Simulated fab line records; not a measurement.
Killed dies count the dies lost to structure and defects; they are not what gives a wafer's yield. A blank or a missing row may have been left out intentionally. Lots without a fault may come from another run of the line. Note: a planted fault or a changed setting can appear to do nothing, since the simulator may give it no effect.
fab line records    flow sky130
[record] lots = 12  wafers = 36  lastDay = 51
route steps=708 shown VT_ADJUST_NCORE@128 SONOS_ONO@183 POLY_CUT@319 SD_P@327
lots that met no fault: taken from a fault-free run of the same line
startH: start of the lot's first displayed wafer, in hours after the record's first day    waitH: hours from the lot's prior step to this one    " the same as in the row above    L1.1+2: a single row standing in for several wafers    - either no value or no given start    * or withheld: withheld    < > ~ a bound
route shown NAME@n: NAME is a module with steps in the file, n the number in the route of the first one    usual: average and standard deviation across the fault-free wafers    same: alike in all rows    chamber/n: place in a boat    sites: per-site readings    _std_site: the standard deviation of these    _edge_site: mean of outer sites minus mean of inner sites    radiusMm: how far each site lies from the wafer's centre    mask NAME#n: copy n    behind: the tool/chamber that last shaped the wafer    hold: the reason the lot was held/the length of the hold in hours/how it ended    device: names the non-switching transistor (n, p or np)    end of line: tests of these same wafers at the route's end    a step without rows: its recipe alone    killed: count of dies lost to structure and defects at first sort (not the wafer's yield)    map: per-die view of a wafer (x killed, . not killed, _ where there is no die)
set.NAME: setting as actually run; set.NAME@STEP: the setting as run at that earlier step    model.NAME: the simulator's own value behind a step, which no gauge read
the route's steps for a sample of lots (tables are steps, rows are wafers)
services: from which hour (startH, from the record's first day; less than 0 if before it) a tool's chamber was out of use, for how many hours, and why
[[steps]]
[step SKY_VT_ADJUST_NCORE_IMPLANT_09]
[recipe] species = B  energyKev = 10  doseCm2 = 2.4e+12  tiltDeg = withheld
[usual] faradayCurrentUA = 13.52/0.27
lot.wafer  tool          chamber  startH  waitH  faradayCurrentUA
L523.1     implanter-03  0        184.09  0.0    14.02
L523.3     "             0        "       "      13.63
L523.5     "             0        "       "      13.18
L527.4     implanter-02  0        214.96  0.1    13.49
L527.5     "             0        "       "      13.61
L527.6     "             0        "       "      13.72
L529.1     implanter-03  0        224.34  0.0    13.60
L529.4     "             0        "       "      13.50
L529.6     "             0        "       "      13.51
L531.2     implanter-04  0        247.57  0.0    13.94
L531.3     "             0        "       "      13.08
L531.4     "             0        "       "      13.43
L533.4     implanter-04  0        263.21  0.1    13.99
L533.5     "             0        "       "      12.97
L533.6     "             0        "       "      14.26
L534.2     implanter-03  0        272.31  0.0    13.39
L534.4     "             0        "       "      13.85
L534.6     "             0        "       "      13.57
L534.2     implanter-03  0        272.63  0.3    13.90
L534.4     "             0        "       "      13.43
L534.6     "             0        "       "      13.64
L537.3     implanter-04  0        287.54  0.1    13.70
L537.4     "             0        "       "      13.37
L537.6     "             0        "       "      13.13
L541.3     implanter-03  0        307.04  0.1    14.00
L541.4     "             0        "       "      13.51
L541.5     "             0        "       "      13.78
L541.3     implanter-03  0        307.36  0.3    13.35
L541.4     "             0        "       "      13.97
L541.5     "             0        "       "      13.88
L543.2     implanter-03  0        323.21  0.0    13.59
L543.3     "             0        "       "      13.02
L543.5     "             0        "       "      13.70
L544.1     implanter-03  0        332.49  0.0    13.45
L544.2     "             0        "       "      13.74
L544.5     "             0        "       "      13.38
L545.2     implanter-04  0        338.86  0.0    13.72
L545.4     "             0        "       "      13.80
L545.5     "             0        "       "      13.32
L546.1     implanter-04  0        343.89  0.0    13.29
L546.2     "             0        "       "      13.55
L546.6     "             0        "       "      13.49
[step SKY_VT_ADJUST_NCORE_TW_MEAS_11]
[usual] VT_ADJUST_NCORE_TW = 220.3/1
lot.wafer  tool          chamber  startH  waitH  VT_ADJUST_NCORE_TW
L523.1     filmMetro-02  -        184.34  0.1    221.2
L523.3     "             -        "       "      220.6
L523.5     "             -        "       "      219.9
L527.4     filmMetro-01  -        215.17  0.1    219.9
L527.5     "             -        "       "      220.1
L527.6     "             -        "       "      220.8
L529.1     filmMetro-04  -        224.59  0.1    220.5
L529.4     "             -        "       "      220.3
L529.6     "             -        "       "      219.8
L531.2     filmMetro-04  -        247.80  0.1    219.9
L531.3     "             -        "       "      220.8
L531.4     "             -        "       "      218.6
L533.4     filmMetro-01  -        263.42  0.1    219.2
L533.5     "             -        "       "      220.2
L533.6     "             -        "       "      220.4
L534.2     filmMetro-04  -        272.86  0.1    267.9
L534.4     "             -        "       "      269.3
L534.6     "             -        "       "      271.0
L537.3     filmMetro-01  -        287.76  0.1    222.4
L537.4     "             -        "       "      220.5
L537.6     "             -        "       "      220.7
L541.3     filmMetro-02  -        307.58  0.1    267.4
L541.4     "             -        "       "      269.1
L541.5     "             -        "       "      267.8
L543.2     filmMetro-04  -        323.45  0.1    222.7
L543.3     "             -        "       "      221.4
L543.5     "             -        "       "      222.1
L544.1     filmMetro-02  -        332.74  0.1    218.8
L544.2     "             -        "       "      219.7
L544.5     "             -        "       "      218.2
L545.2     filmMetro-01  -        339.10  0.1    218.8
L545.4     "             -        "       "      219.4
L545.5     "             -        "       "      219.3
L546.1     filmMetro-02  -        344.14  0.1    221.0
L546.2     "             -        "       "      219.8
L546.6     "             -        "       "      219.9
[step SKY_SONOS_ONO_ETCH_15]
[recipe] targetDepthNm = 19.52  chemistry = CHF3/O2  sourceW = 600  biasW = 200  pressureMtorr = 40  chf3FlowSccm = 50  O2_flow_sccm = 5  timeS = 7.8
[usual] biasW = 200.0/0.6  drypumpMotorCurrentA = 5.8/0.41  oesProductAu = 1.003/0.01  throttleValvePct = 8.825/0.0097
lot.wafer  tool        chamber  startH  waitH  biasW  drypumpMotorCurrentA  oesProductAu  rfHoursCounterH  throttleValvePct
L523.1     rieDiel-01  1        284.94  0.0    200.1  5.6                   1.011         7                8.824
L523.3     "           3        "       "      199.0  5.5                   1.010         65               8.835
L523.5     "           3        "       "      199.4  5.4                   1.017         -                8.832
L527.4     rieDiel-02  2        316.49  0.0    200.2  5.2                   1.006         4                8.833
L527.5     "           3        "       "      199.8  5.6                   1.008         -                8.823
L527.6     "           2        "       "      199.9  5.2                   1.008         -                8.832
L529.1     rieDiel-01  3        328.59  0.0    200.1  5.4                   1.001         66               8.828
L529.4     "           0        "       "      199.6  6.4                   0.998         1                8.829
L529.6     "           3        "       "      200.8  5.5                   1.000         -                8.810
L531.2     rieDiel-02  2        353.64  0.0    200.3  5.2                   1.003         4                8.832
L531.3     "           3        "       "      200.5  5.6                   1.005         35               8.818
L531.4     "           0        "       "      199.9  6.5                   1.007         -                8.824
L533.4     rieDiel-02  3        375.75  0.0    199.9  5.6                   1.014         -                8.849
L533.5     "           1        "       "      200.7  5.6                   1.037         -                8.851
L533.6     "           2        "       "      198.5  5.2                   1.007         -                8.811
L534.2     rieDiel-01  1        384.39  0.0    199.5  5.6                   0.998         9                8.825
L534.4     "           2        "       "      200.0  6.3                   0.991         58               8.831
L534.6     "           2        "       "      199.9  6.3                   0.993         -                8.823
L537.3     rieDiel-02  3        399.69  0.0    199.2  5.6                   0.998         36               8.834
L537.4     "           1        "       "      200.6  5.6                   1.018         2                8.832
L537.6     "           1        "       "      199.2  5.6                   1.020         -                8.830
L541.3     rieDiel-01  3        428.44  0.0    199.6  5.5                   1.011         67               8.823
L541.4     "           1        "       "      199.1  5.6                   0.999         9                8.824
L541.5     "           3        "       "      200.4  5.5                   1.009         -                8.815
L543.2     rieDiel-02  1        444.04  0.0    201.0  5.6                   1.016         3                8.840
L543.3     "           2        "       "      199.5  5.2                   0.992         6                8.810
L543.5     "           1        "       "      201.1  5.6                   1.019         -                8.838
L544.1     rieDiel-04  0        455.54  0.0    200.5  5.4                   0.993         2                8.819
L544.2     "           2        "       "      199.7  5.8                   1.000         7                8.811
L544.5     "           0        "       "      201.2  5.5                   0.997         -                8.817
L545.2     rieDiel-04  3        465.29  0.0    200.2  6.0                   1.007         4                8.828
L545.4     "           1        "       "      200.8  5.7                   0.994         78               8.820
L545.5     "           3        "       "      199.0  6.0                   1.004         -                8.835
L546.1     rieDiel-01  0        468.74  0.0    199.8  6.4                   0.996         3                8.827
L546.2     "           3        "       "      200.4  5.5                   0.995         68               8.813
L546.6     "           1        "       "      200.7  5.7                   0.991         -                8.831
[step SKY_POLY_CUT_STRIP_12]
[recipe] chemistry = O2/N2  powerW = 1400  pressureMtorr = 1500  platenTempC = withheld  o2FlowSccm = 3000  n2FlowSccm = 300  overashFraction = 0.5
[usual] drypumpMotorCurrentA = 5.61/0.22  n2FlowSccm = 300.1/0.94  oesProductAu = 0.453/0.0045  stripTimeToEndpointS = 5.365/0.019
lot.wafer  tool            chamber  startH  waitH  drypumpMotorCurrentA  n2FlowSccm  oesProductAu  rfHoursCounterH  stripTimeToEndpointS
L523.1     plasmaAsher-02  0        589.91  0.0    5.58                  298.8       0.457         16               5.369
L523.3     "               1        "       "      5.29                  299.8       0.453         -                5.384
L523.5     "               0        "       "      5.60                  301.2       0.448         -                5.374
L527.4     plasmaAsher-04  1        590.43  0.0    5.62                  299.3       0.451         -                5.335
L527.5     "               1        "       "      5.67                  298.8       0.459         -                5.354
L527.6     "               0        "       "      5.75                  300.7       0.443         -                5.331
L529.1     plasmaAsher-03  0        591.42  0.0    5.94                  299.6       0.459         74               5.346
L529.4     "               1        "       "      5.51                  300.2       0.456         -                5.377
L529.6     "               0        "       "      5.92                  301.3       0.457         -                5.370
L531.2     plasmaAsher-03  1        626.27  0.0    5.47                  303.6       0.449         78               5.315
L531.3     "               1        "       "      5.52                  301.5       0.454         -                5.330
L531.4     "               0        "       "      5.95                  299.4       0.447         -                5.344
L533.4     plasmaAsher-03  1        638.51  0.0    5.47                  300.1       0.459         -                5.384
L533.5     "               0        "       "      5.92                  299.8       0.454         -                5.383
L533.6     "               1        "       "      5.46                  299.6       0.452         -                5.396
L537.3     plasmaAsher-02  1        761.01  0.1    5.31                  299.6       0.456         -                5.325
L537.4     "               0        "       "      5.57                  300.1       0.450         -                5.355
L537.6     "               0        "       "      5.58                  299.6       0.456         -                5.334
L534.2     plasmaAsher-02  1        761.32  0.0    5.29                  301.1       0.452         33               5.377
L534.4     "               1        "       "      5.31                  301.4       0.457         -                5.385
L534.6     "               1        "       "      5.30                  301.3       0.457         -                5.382
L544.1     plasmaAsher-03  0        762.57  0.0    5.94                  299.5       0.447         92               5.348
L544.2     "               1        "       "      5.46                  300.4       0.449         92               5.315
L544.5     "               1        "       "      5.48                  299.1       0.459         -                5.337
L543.2     plasmaAsher-02  1        763.82  0.0    5.34                  299.1       0.459         34               5.382
L543.3     "               0        "       "      5.62                  300.7       0.456         -                5.373
L543.5     "               1        "       "      5.31                  299.2       0.451         -                5.372
L545.2     plasmaAsher-02  0        764.22  0.0    5.59                  300.8       0.450         34               5.359
L545.4     "               0        "       "      5.59                  301.0       0.451         -                5.364
L545.5     "               1        "       "      5.32                  299.6       0.454         -                5.352
L546.1     plasmaAsher-03  0        764.57  0.0    5.91                  299.5       0.446         93               5.374
L546.2     "               1        "       "      5.45                  300.5       0.456         93               5.357
L546.6     "               0        "       "      5.94                  300.5       0.448         -                5.391
L541.3     plasmaAsher-02  1        767.75  0.1    5.32                  299.8       0.446         -                5.347
L541.4     "               0        "       "      5.59                  299.7       0.452         -                5.339
L541.5     "               1        "       "      5.32                  300.5       0.446         -                5.351
[step SKY_SD_P_CD_MEAS_07]
[recipe] targetCdNm = 380
[usual] cdNm = 380/3
lot.wafer  tool      chamber  startH  waitH  cdNm
L523.1     cdSem-01  -        618.73  0.1    378
L523.3     "         -        "       "      380
L523.5     "         -        "       "      377
L527.4     cdSem-01  -        619.89  0.1    375
L527.5     "         -        "       "      374
L527.6     "         -        "       "      376
L529.1     cdSem-01  -        620.48  0.1    384
L529.4     "         -        "       "      383
L529.6     "         -        "       "      385
L531.2     cdSem-01  -        654.45  0.1    380
L531.3     "         -        "       "      378
L531.4     "         -        "       "      381
L533.4     cdSem-01  -        666.14  0.1    384
L533.5     "         -        "       "      383
L533.6     "         -        "       "      381
L537.3     cdSem-01  -        787.03  0.1    381
L537.4     "         -        "       "      380
L537.6     "         -        "       "      382
L534.2     cdSem-02  -        787.31  0.1    381
L534.4     "         -        "       "      385
L534.6     "         -        "       "      384
L544.1     cdSem-01  -        788.48  0.1    381
L544.2     "         -        "       "      379
L544.5     "         -        "       "      379
L543.2     cdSem-01  -        790.00  0.1    384
L543.3     "         -        "       "      384
L543.5     "         -        "       "      384
L545.2     cdSem-01  -        790.30  0.1    381
L545.4     "         -        "       "      382
L545.5     "         -        "       "      383
L546.1     cdSem-01  -        790.40  0.1    381
L546.2     "         -        "       "      381
L546.6     "         -        "       "      381
L541.3     cdSem-01  -        794.22  0.1    377
L541.4     "         -        "       "      378
L541.5     "         -        "       "      379
[[services]]
tool            chamber  startH  hours  kind
implanter-04    -        187.24  8.6    repair
plasmaAsher-02  -        188.66  0.8    repair
implanter-04    -        197.06  4.2    pm
rieDiel-02      2        212.46  1.7    repair
rieDiel-02      -        214.90  2.0    repair
implanter-04    -        232.80  1.5    repair
implanter-03    -        246.34  3.7    pm
plasmaAsher-03  -        256.09  0.7    repair
implanter-04    -        270.71  5.6    repair
plasmaAsher-03  -        297.28  13.5   repair
implanter-03    -        367.54  1.3    repair
plasmaAsher-02  -        395.66  1.2    repair
implanter-03    -        399.09  6.0    repair
plasmaAsher-02  -        421.29  9.0    pm
implanter-03    -        451.49  5.9    pm
implanter-03    -        543.61  2.3    repair
implanter-03    -        595.47  1.4    repair
plasmaAsher-02  -        598.69  0.5    repair
plasmaAsher-02  -        600.56  0.6    repair
implanter-03    -        628.93  19.8   pm
implanter-03    -        679.36  2.9    pm
implanter-03    -        710.83  2.4    repair
plasmaAsher-02  -        745.76  2.8    pm
plasmaAsher-02  -        748.51  4.3    pm
[[key]]
[firstSign] step = SKY_VT_ADJUST_NCORE_IMPLANT_09  reading = visit  direction = added
[effect] step = SKY_VT_ADJUST_NCORE_TW_MEAS_11  reading = VT_ADJUST_NCORE_TW  direction = up  sigmas = 48  usual = 220.3  struck = 268.8
metAt SKY_VT_ADJUST_NCORE_IMPLANT_09
struckLots L534,L541
testerLeftOut L534,L541
notActingAt SKY_SONOS_ONO_ETCH_15,SKY_POLY_CUT_STRIP_12,SKY_SD_P_CD_MEAS_07
[fault] kind = repeatedStepWhole  tool = implanter-02,implanter-03,implanter-04  chamber = -  onsetH = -  steps = SKY_VT_ADJUST_NCORE_IMPLANT_09  times = 1  scope = struckLotsOnly
// testerLeftOut: of these lots the tester's yield and bins aren't shown, on N5 and GAA mostly nor the transistor test; their killed dies are dies lost to structure and defects alone, not to doping, threshold or leakage, so they don't give the yield
